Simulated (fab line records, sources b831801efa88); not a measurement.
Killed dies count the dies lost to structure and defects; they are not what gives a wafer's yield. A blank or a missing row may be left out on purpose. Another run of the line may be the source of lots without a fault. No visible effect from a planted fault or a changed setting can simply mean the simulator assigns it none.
fab line records / flow gf180mcu / part 2 of 2: steps 31 to 43 of 43
record lots=5 wafers=15 last-day=31
route steps=602 shown POLY_GATE@165 HV_LDD@176
lots untouched by any fault: they come from a run of this same line in which no faults occurred
start-h: the number of hours between the record's first day and the start of the first shown wafer of the lot / wait-h: hours elapsed since this lot's preceding step / " as in the row above / L1.1+2: one row covering several wafers at once / - no value, or no start was given / * or withheld: withheld / < > ~ a bound
route shown NAME@n: NAME is a module with steps in the file, n the number in the route of the first one / usual: average and standard deviation across the fault-free wafers / same: alike in all rows / chamber/n: place in a boat / sites: per-site readings / _std_site: how widely they spread, as a standard deviation / _edge_site: the outer-site mean with the inner-site mean subtracted / radius-mm: how far each site lies from the wafer's centre / mask NAME#n: copy n / behind: the last tool/chamber to shape the wafer / hold: reason for holding the lot/hours on hold/outcome of the hold / device: which transistor (n, p or np) failed to switch / end of line: at the end of the route, the tests of the same wafers / for a step that has no rows: nothing shown but its recipe / killed: dies lost to structure and defects at the first sort, not the wafer's yield / map: a wafer's dies, marking killed ones x, the rest . and places with no die _
set.NAME: setting as actually run; set.NAME@STEP: the setting as run at that earlier step / model.NAME: the simulator's own value behind a step, which no gauge read
a table for each step, a row for each wafer; lots at some steps of the route
services: when a tool's chamber went out of use (start-h, in hours from the record's first day, below 0 if earlier), for how many hours, and the reason
## steps
# step GF_HV_LDD_CD_MEAS_19
# recipe target-cd-nm=400
# usual cd-nm=399.2/1.9
lot.wafer=L079.2 tool=cd-sem-02 chamber=- start-h=276.06 wait-h=0.1 cd-nm=397.2
lot.wafer=L079.3 tool=cd-sem-02 chamber=- start-h=276.06 wait-h=0.1 cd-nm=398.4
lot.wafer=L079.4 tool=cd-sem-02 chamber=- start-h=276.06 wait-h=0.1 cd-nm=397.8
lot.wafer=L081.2 tool=cd-sem-01 chamber=- start-h=289.26 wait-h=0.1 cd-nm=399.3
lot.wafer=L081.3 tool=cd-sem-01 chamber=- start-h=289.26 wait-h=0.1 cd-nm=400.1
lot.wafer=L081.5 tool=cd-sem-01 chamber=- start-h=289.26 wait-h=0.1 cd-nm=400.1
lot.wafer=L082.1 tool=cd-sem-01 chamber=- start-h=298.89 wait-h=0.1 cd-nm=399.5
lot.wafer=L082.3 tool=cd-sem-01 chamber=- start-h=298.89 wait-h=0.1 cd-nm=397.8
lot.wafer=L082.6 tool=cd-sem-01 chamber=- start-h=298.89 wait-h=0.1 cd-nm=399.7
lot.wafer=L083.2 tool=cd-sem-02 chamber=- start-h=305.91 wait-h=0.1 cd-nm=399.2
lot.wafer=L083.4 tool=cd-sem-02 chamber=- start-h=305.91 wait-h=0.1 cd-nm=400.1
lot.wafer=L083.5 tool=cd-sem-02 chamber=- start-h=305.91 wait-h=0.1 cd-nm=400.5
lot.wafer=L084.4 tool=cd-sem-02 chamber=- start-h=314.00 wait-h=0.1 cd-nm=398.7
lot.wafer=L084.5 tool=cd-sem-02 chamber=- start-h=314.00 wait-h=0.1 cd-nm=397.9
lot.wafer=L084.6 tool=cd-sem-02 chamber=- start-h=314.00 wait-h=0.1 cd-nm=398.3
# step GF_HV_LDD_OVL_MEAS_20
# usual HV_LDD_01_OVL=-0.1/1.4
lot.wafer=L079.2 tool=overlay-01 chamber=- start-h=276.17 wait-h=0.1 HV_LDD_01_OVL[nm]=0.7
lot.wafer=L079.3 tool=overlay-01 chamber=- start-h=276.17 wait-h=0.1 HV_LDD_01_OVL[nm]=0.0
lot.wafer=L079.4 tool=overlay-01 chamber=- start-h=276.17 wait-h=0.1 HV_LDD_01_OVL[nm]=0.2
lot.wafer=L081.2 tool=overlay-01 chamber=- start-h=289.37 wait-h=0.1 HV_LDD_01_OVL[nm]=-1.0
lot.wafer=L081.3 tool=overlay-01 chamber=- start-h=289.37 wait-h=0.1 HV_LDD_01_OVL[nm]=1.6
lot.wafer=L081.5 tool=overlay-01 chamber=- start-h=289.37 wait-h=0.1 HV_LDD_01_OVL[nm]=0.4
lot.wafer=L082.1 tool=overlay-02 chamber=- start-h=299.01 wait-h=0.1 HV_LDD_01_OVL[nm]=2.0
lot.wafer=L082.3 tool=overlay-02 chamber=- start-h=299.01 wait-h=0.1 HV_LDD_01_OVL[nm]=0.5
lot.wafer=L082.6 tool=overlay-02 chamber=- start-h=299.01 wait-h=0.1 HV_LDD_01_OVL[nm]=0.0
lot.wafer=L083.2 tool=overlay-01 chamber=- start-h=306.02 wait-h=0.1 HV_LDD_01_OVL[nm]=0.8
lot.wafer=L083.4 tool=overlay-01 chamber=- start-h=306.02 wait-h=0.1 HV_LDD_01_OVL[nm]=1.1
lot.wafer=L083.5 tool=overlay-01 chamber=- start-h=306.02 wait-h=0.1 HV_LDD_01_OVL[nm]=1.1
lot.wafer=L084.4 tool=overlay-02 chamber=- start-h=314.08 wait-h=0.1 HV_LDD_01_OVL[nm]=-0.9
lot.wafer=L084.5 tool=overlay-02 chamber=- start-h=314.08 wait-h=0.1 HV_LDD_01_OVL[nm]=-1.1
lot.wafer=L084.6 tool=overlay-02 chamber=- start-h=314.08 wait-h=0.1 HV_LDD_01_OVL[nm]=-1.5
# step GF_HV_LDD_IMPLANT_21
# recipe species=BF2 energy-kev=25 dose-cm2=5e+13 tilt-deg=7
lot.wafer=L079.2+3+4 tool=implanter-02 chamber=0 start-h=276.22 wait-h=0.0
lot.wafer=L081.2+3+5 tool=implanter-03 chamber=0 start-h=289.42 wait-h=0.0
lot.wafer=L082.1+3+6 tool=implanter-02 chamber=0 start-h=299.05 wait-h=0.0
lot.wafer=L083.2+4+5 tool=implanter-03 chamber=0 start-h=306.07 wait-h=0.0
lot.wafer=L084.4+5+6 tool=implanter-04 chamber=0 start-h=314.17 wait-h=0.1
# step GF_HV_LDD_STRIP_22
# recipe chemistry=O2/N2 power-w=1400 pressure-mtorr=1500 platen-temp-c=250 o2-flow-sccm=3000 n2-flow-sccm=300 overash-fraction=0.5
# usual drypump-motor-current-A=5.7/0.44 heater-power-w=307/31 oes-product-au=0.715/0.0043 strip-time-to-endpoint-s=12.65/0.039
lot.wafer=L079.2 tool=plasma-asher-01 chamber=1 start-h=276.35 wait-h=0.1 drypump-motor-current-A=5.3 heater-power-w=318 oes-product-au=0.709 rf-hours-counter-h=12 strip-time-to-endpoint-s=12.60
lot.wafer=L079.3 tool=plasma-asher-01 chamber=0 start-h=276.35 wait-h=0.1 drypump-motor-current-A=5.2 heater-power-w=323 oes-product-au=0.714 rf-hours-counter-h=- strip-time-to-endpoint-s=12.62
lot.wafer=L079.4 tool=plasma-asher-01 chamber=1 start-h=276.35 wait-h=0.1 drypump-motor-current-A=5.3 heater-power-w=316 oes-product-au=0.718 rf-hours-counter-h=- strip-time-to-endpoint-s=12.61
lot.wafer=L081.2 tool=plasma-asher-03 chamber=1 start-h=289.55 wait-h=0.1 drypump-motor-current-A=5.9 heater-power-w=260 oes-product-au=0.713 rf-hours-counter-h=64 strip-time-to-endpoint-s=12.68
lot.wafer=L081.3 tool=plasma-asher-03 chamber=0 start-h=289.55 wait-h=0.1 drypump-motor-current-A=6.0 heater-power-w=329 oes-product-au=0.717 rf-hours-counter-h=- strip-time-to-endpoint-s=12.68
lot.wafer=L081.5 tool=plasma-asher-03 chamber=0 start-h=289.55 wait-h=0.1 drypump-motor-current-A=5.9 heater-power-w=317 oes-product-au=0.710 rf-hours-counter-h=- strip-time-to-endpoint-s=12.70
lot.wafer=L082.1 tool=plasma-asher-04 chamber=1 start-h=299.20 wait-h=0.1 drypump-motor-current-A=6.6 heater-power-w=350 oes-product-au=0.720 rf-hours-counter-h=66 strip-time-to-endpoint-s=12.67
lot.wafer=L082.3 tool=plasma-asher-04 chamber=1 start-h=299.20 wait-h=0.1 drypump-motor-current-A=6.6 heater-power-w=356 oes-product-au=0.721 rf-hours-counter-h=- strip-time-to-endpoint-s=12.62
lot.wafer=L082.6 tool=plasma-asher-04 chamber=1 start-h=299.20 wait-h=0.1 drypump-motor-current-A=6.6 heater-power-w=353 oes-product-au=0.715 rf-hours-counter-h=- strip-time-to-endpoint-s=12.64
lot.wafer=L083.2 tool=plasma-asher-03 chamber=0 start-h=306.20 wait-h=0.1 drypump-motor-current-A=6.0 heater-power-w=322 oes-product-au=0.717 rf-hours-counter-h=66 strip-time-to-endpoint-s=12.58
lot.wafer=L083.4 tool=plasma-asher-03 chamber=1 start-h=306.20 wait-h=0.1 drypump-motor-current-A=5.8 heater-power-w=261 oes-product-au=0.711 rf-hours-counter-h=- strip-time-to-endpoint-s=12.64
lot.wafer=L083.5 tool=plasma-asher-03 chamber=0 start-h=306.20 wait-h=0.1 drypump-motor-current-A=5.9 heater-power-w=323 oes-product-au=0.715 rf-hours-counter-h=- strip-time-to-endpoint-s=12.63
lot.wafer=L084.4 tool=plasma-asher-03 chamber=0 start-h=314.28 wait-h=0.1 drypump-motor-current-A=6.0 heater-power-w=318 oes-product-au=0.714 rf-hours-counter-h=- strip-time-to-endpoint-s=12.62
lot.wafer=L084.5 tool=plasma-asher-03 chamber=0 start-h=314.28 wait-h=0.1 drypump-motor-current-A=5.9 heater-power-w=317 oes-product-au=0.713 rf-hours-counter-h=- strip-time-to-endpoint-s=12.67
lot.wafer=L084.6 tool=plasma-asher-03 chamber=1 start-h=314.28 wait-h=0.1 drypump-motor-current-A=5.8 heater-power-w=253 oes-product-au=0.721 rf-hours-counter-h=- strip-time-to-endpoint-s=12.66
# step GF_HV_LDD_TW_MEAS_23
# usual HV_LDD_2_TW=1068/6.2
lot.wafer=L079.2 tool=film-metro-04 chamber=- start-h=276.46 wait-h=0.1 HV_LDD_2_TW=1063
lot.wafer=L079.3 tool=film-metro-04 chamber=- start-h=276.46 wait-h=0.1 HV_LDD_2_TW=1069
lot.wafer=L079.4 tool=film-metro-04 chamber=- start-h=276.46 wait-h=0.1 HV_LDD_2_TW=1070
lot.wafer=L081.2 tool=film-metro-02 chamber=- start-h=289.66 wait-h=0.1 HV_LDD_2_TW=1074
lot.wafer=L081.3 tool=film-metro-02 chamber=- start-h=289.66 wait-h=0.1 HV_LDD_2_TW=1073
lot.wafer=L081.5 tool=film-metro-02 chamber=- start-h=289.66 wait-h=0.1 HV_LDD_2_TW=1078
lot.wafer=L082.1 tool=film-metro-02 chamber=- start-h=299.30 wait-h=0.1 HV_LDD_2_TW=1078
lot.wafer=L082.3 tool=film-metro-02 chamber=- start-h=299.30 wait-h=0.1 HV_LDD_2_TW=1079
lot.wafer=L082.6 tool=film-metro-02 chamber=- start-h=299.30 wait-h=0.1 HV_LDD_2_TW=1073
lot.wafer=L083.2 tool=film-metro-04 chamber=- start-h=306.31 wait-h=0.1 HV_LDD_2_TW=1068
lot.wafer=L083.4 tool=film-metro-04 chamber=- start-h=306.31 wait-h=0.1 HV_LDD_2_TW=1058
lot.wafer=L083.5 tool=film-metro-04 chamber=- start-h=306.31 wait-h=0.1 HV_LDD_2_TW=1060
lot.wafer=L084.4 tool=film-metro-04 chamber=- start-h=314.38 wait-h=0.1 HV_LDD_2_TW=1062
lot.wafer=L084.5 tool=film-metro-04 chamber=- start-h=314.38 wait-h=0.1 HV_LDD_2_TW=1066
lot.wafer=L084.6 tool=film-metro-04 chamber=- start-h=314.38 wait-h=0.1 HV_LDD_2_TW=1065
# step GF_HV_LDD_DEHYDRATE_24
# recipe temp-c=200 time-s=60
lot.wafer=L079.2+3+4 tool=litho-track-01 chamber=0 start-h=285.92 wait-h=9.4
lot.wafer=L081.2+3+5 tool=litho-track-03 chamber=0 start-h=299.63 wait-h=10.0
lot.wafer=L082.1+3+6 tool=litho-track-01 chamber=0 start-h=308.79 wait-h=9.5
lot.wafer=L083.2+4+5 tool=litho-track-04 chamber=0 start-h=316.09 wait-h=9.8
lot.wafer=L084.4+5+6 tool=litho-track-04 chamber=0 start-h=324.39 wait-h=10.0
# step GF_HV_LDD_HMDS_25
# recipe prime-time-s=60 prime-temp-c=120
# same prime-time-s=60
lot.wafer=L079.2+3+4 tool=litho-track-01 chamber=0 start-h=286.07 wait-h=0.1
lot.wafer=L081.2+3+5 tool=litho-track-03 chamber=0 start-h=299.78 wait-h=0.1
lot.wafer=L082.1+3+6 tool=litho-track-01 chamber=0 start-h=308.94 wait-h=0.1
lot.wafer=L083.2+4+5 tool=litho-track-04 chamber=0 start-h=316.24 wait-h=0.1
lot.wafer=L084.4+5+6 tool=litho-track-04 chamber=0 start-h=324.54 wait-h=0.1
# step GF_HV_LDD_COAT_26
# recipe resist=NOVOLAK spin-rpm=3000 resist-thk-nm=1000
lot.wafer=L079.2+3+4 tool=litho-track-01 chamber=0 start-h=286.22 wait-h=0.1
lot.wafer=L081.2+3+5 tool=litho-track-03 chamber=0 start-h=299.93 wait-h=0.1
lot.wafer=L082.1+3+6 tool=litho-track-01 chamber=0 start-h=309.09 wait-h=0.1
lot.wafer=L083.2+4+5 tool=litho-track-04 chamber=0 start-h=316.39 wait-h=0.1
lot.wafer=L084.4+5+6 tool=litho-track-04 chamber=0 start-h=324.69 wait-h=0.1
# step GF_HV_LDD_SOFTBAKE_27
# recipe temp-c=90 time-s=60 resist=NOVOLAK
lot.wafer=L079.2+3+4 tool=litho-track-01 chamber=0 start-h=286.37 wait-h=0.1
lot.wafer=L081.2+3+5 tool=litho-track-03 chamber=0 start-h=300.08 wait-h=0.1
lot.wafer=L082.1+3+6 tool=litho-track-01 chamber=0 start-h=309.24 wait-h=0.1
lot.wafer=L083.2+4+5 tool=litho-track-04 chamber=0 start-h=316.54 wait-h=0.1
lot.wafer=L084.4+5+6 tool=litho-track-04 chamber=0 start-h=324.84 wait-h=0.1
# step GF_HV_LDD_EXPOSE_28
# recipe mask-id=Nplus_HV_AREA target-cd-nm=400 na=0.6 source-shape=conventional sigma-outer=0.6 dose-mj=140
# usual focus-offset-nm=-0.2/0.5
lot.wafer=L079.2 tool=iline-stepper-02 chamber=0 start-h=- wait-h=- mask=Nplus_HV_AREA#0 focus-offset-nm=-0.5
lot.wafer=L079.3 tool=iline-stepper-02 chamber=0 start-h=- wait-h=- mask=Nplus_HV_AREA#0 focus-offset-nm=-0.2
lot.wafer=L079.4 tool=iline-stepper-02 chamber=0 start-h=- wait-h=- mask=Nplus_HV_AREA#0 focus-offset-nm=-0.6
lot.wafer=L081.2 tool=iline-stepper-01 chamber=0 start-h=- wait-h=- mask=Nplus_HV_AREA#0 focus-offset-nm=0.5
lot.wafer=L081.3 tool=iline-stepper-01 chamber=0 start-h=- wait-h=- mask=Nplus_HV_AREA#0 focus-offset-nm=-1.2
lot.wafer=L081.5 tool=iline-stepper-01 chamber=0 start-h=- wait-h=- mask=Nplus_HV_AREA#0 focus-offset-nm=-0.7
lot.wafer=L082.1 tool=iline-stepper-02 chamber=0 start-h=- wait-h=- mask=Nplus_HV_AREA#0 focus-offset-nm=-0.3
lot.wafer=L082.3 tool=iline-stepper-02 chamber=0 start-h=- wait-h=- mask=Nplus_HV_AREA#0 focus-offset-nm=0.1
lot.wafer=L082.6 tool=iline-stepper-02 chamber=0 start-h=- wait-h=- mask=Nplus_HV_AREA#0 focus-offset-nm=-0.1
lot.wafer=L083.2 tool=iline-stepper-02 chamber=0 start-h=- wait-h=- mask=Nplus_HV_AREA#0 focus-offset-nm=0.2
lot.wafer=L083.4 tool=iline-stepper-02 chamber=0 start-h=- wait-h=- mask=Nplus_HV_AREA#0 focus-offset-nm=-0.9
lot.wafer=L083.5 tool=iline-stepper-02 chamber=0 start-h=- wait-h=- mask=Nplus_HV_AREA#0 focus-offset-nm=-0.2
lot.wafer=L084.4 tool=iline-stepper-01 chamber=0 start-h=- wait-h=- mask=Nplus_HV_AREA#0 focus-offset-nm=0.5
lot.wafer=L084.5 tool=iline-stepper-01 chamber=0 start-h=- wait-h=- mask=Nplus_HV_AREA#0 focus-offset-nm=0.2
lot.wafer=L084.6 tool=iline-stepper-01 chamber=0 start-h=- wait-h=- mask=Nplus_HV_AREA#0 focus-offset-nm=1.1
# step GF_HV_LDD_PEB_29
# recipe temp-c=withheld time-s=* resist=NOVOLAK
lot.wafer=L079.2+3+4 tool=litho-track-03 chamber=0 start-h=- wait-h=-
lot.wafer=L081.2+3+5 tool=litho-track-03 chamber=0 start-h=- wait-h=-
lot.wafer=L082.1+3+6 tool=litho-track-04 chamber=0 start-h=- wait-h=-
lot.wafer=L083.2+4+5 tool=litho-track-04 chamber=0 start-h=- wait-h=-
lot.wafer=L084.4+5+6 tool=litho-track-04 chamber=0 start-h=- wait-h=-
# step GF_HV_LDD_DEVELOP_30
# recipe develop-time-s=60 dev-temp-c=23
lot.wafer=L079.2+3+4 tool=litho-track-03 chamber=0 start-h=296.78 wait-h=0.1
lot.wafer=L081.2+3+5 tool=litho-track-03 chamber=0 start-h=310.38 wait-h=0.1
lot.wafer=L082.1+3+6 tool=litho-track-04 chamber=0 start-h=320.22 wait-h=0.1
lot.wafer=L083.2+4+5 tool=litho-track-04 chamber=0 start-h=327.24 wait-h=0.1
lot.wafer=L084.4+5+6 tool=litho-track-04 chamber=0 start-h=335.49 wait-h=0.1
# step GF_HV_LDD_CD_MEAS_31
# recipe target-cd-nm=400
# usual cd-nm=400.4/2.3
lot.wafer=L079.2 tool=cd-sem-01 chamber=- start-h=296.92 wait-h=0.1 cd-nm=394.5
lot.wafer=L079.3 tool=cd-sem-01 chamber=- start-h=296.92 wait-h=0.1 cd-nm=398.8
lot.wafer=L079.4 tool=cd-sem-01 chamber=- start-h=296.92 wait-h=0.1 cd-nm=397.3
lot.wafer=L081.2 tool=cd-sem-01 chamber=- start-h=310.52 wait-h=0.1 cd-nm=403.1
lot.wafer=L081.3 tool=cd-sem-01 chamber=- start-h=310.52 wait-h=0.1 cd-nm=403.5
lot.wafer=L081.5 tool=cd-sem-01 chamber=- start-h=310.52 wait-h=0.1 cd-nm=403.4
lot.wafer=L082.1 tool=cd-sem-02 chamber=- start-h=320.37 wait-h=0.1 cd-nm=399.9
lot.wafer=L082.3 tool=cd-sem-02 chamber=- start-h=320.37 wait-h=0.1 cd-nm=400.0
lot.wafer=L082.6 tool=cd-sem-02 chamber=- start-h=320.37 wait-h=0.1 cd-nm=400.1
lot.wafer=L083.2 tool=cd-sem-01 chamber=- start-h=327.39 wait-h=0.1 cd-nm=404.4
lot.wafer=L083.4 tool=cd-sem-01 chamber=- start-h=327.39 wait-h=0.1 cd-nm=402.1
lot.wafer=L083.5 tool=cd-sem-01 chamber=- start-h=327.39 wait-h=0.1 cd-nm=402.9
lot.wafer=L084.4 tool=cd-sem-02 chamber=- start-h=335.63 wait-h=0.1 cd-nm=394.7
lot.wafer=L084.5 tool=cd-sem-02 chamber=- start-h=335.63 wait-h=0.1 cd-nm=395.5
lot.wafer=L084.6 tool=cd-sem-02 chamber=- start-h=335.63 wait-h=0.1 cd-nm=397.8
## services
tool=plasma-asher-04 chamber=- start-h=221.23 hours=0.5 kind=repair
tool=implanter-02 chamber=- start-h=226.90 hours=6.7 kind=repair
tool=rie-diel-01 chamber=1 start-h=228.93 hours=6.8 kind=repair
tool=rie-si-02 chamber=- start-h=234.70 hours=4.3 kind=pm
tool=iline-stepper-02 chamber=- start-h=240.74 hours=2.1 kind=pm
tool=iline-stepper-02 chamber=- start-h=242.83 hours=- kind=consumable-replace:lamp
tool=rie-diel-01 chamber=2 start-h=245.87 hours=15.9 kind=repair
tool=rie-si-02 chamber=2 start-h=252.83 hours=1.2 kind=repair
tool=rie-diel-03 chamber=0 start-h=253.22 hours=3.9 kind=repair
tool=implanter-03 chamber=- start-h=254.78 hours=3.6 kind=repair
tool=plasma-asher-03 chamber=- start-h=260.93 hours=4.3 kind=pm
tool=rie-diel-01 chamber=1 start-h=261.82 hours=- kind=clean
tool=rie-diel-01 chamber=1 start-h=261.82 hours=30.3 kind=scheduled-down
tool=plasma-asher-04 chamber=- start-h=263.80 hours=3.0 kind=repair
tool=wet-bench-02 chamber=- start-h=269.87 hours=3.6 kind=repair
tool=implanter-02 chamber=- start-h=286.49 hours=3.1 kind=repair
tool=implanter-04 chamber=- start-h=302.25 hours=10.3 kind=repair
tool=rie-si-01 chamber=3 start-h=309.91 hours=26.6 kind=repair
tool=implanter-03 chamber=- start-h=311.43 hours=5.9 kind=repair
tool=furnace-01 chamber=- start-h=314.72 hours=3.2 kind=pm
tool=iline-stepper-02 chamber=- start-h=321.41 hours=1.7 kind=pm
tool=implanter-03 chamber=- start-h=325.64 hours=24.4 kind=pm
tool=iline-stepper-01 chamber=- start-h=328.42 hours=4.9 kind=repair
tool=furnace-02 chamber=- start-h=335.13 hours=3.0 kind=pm
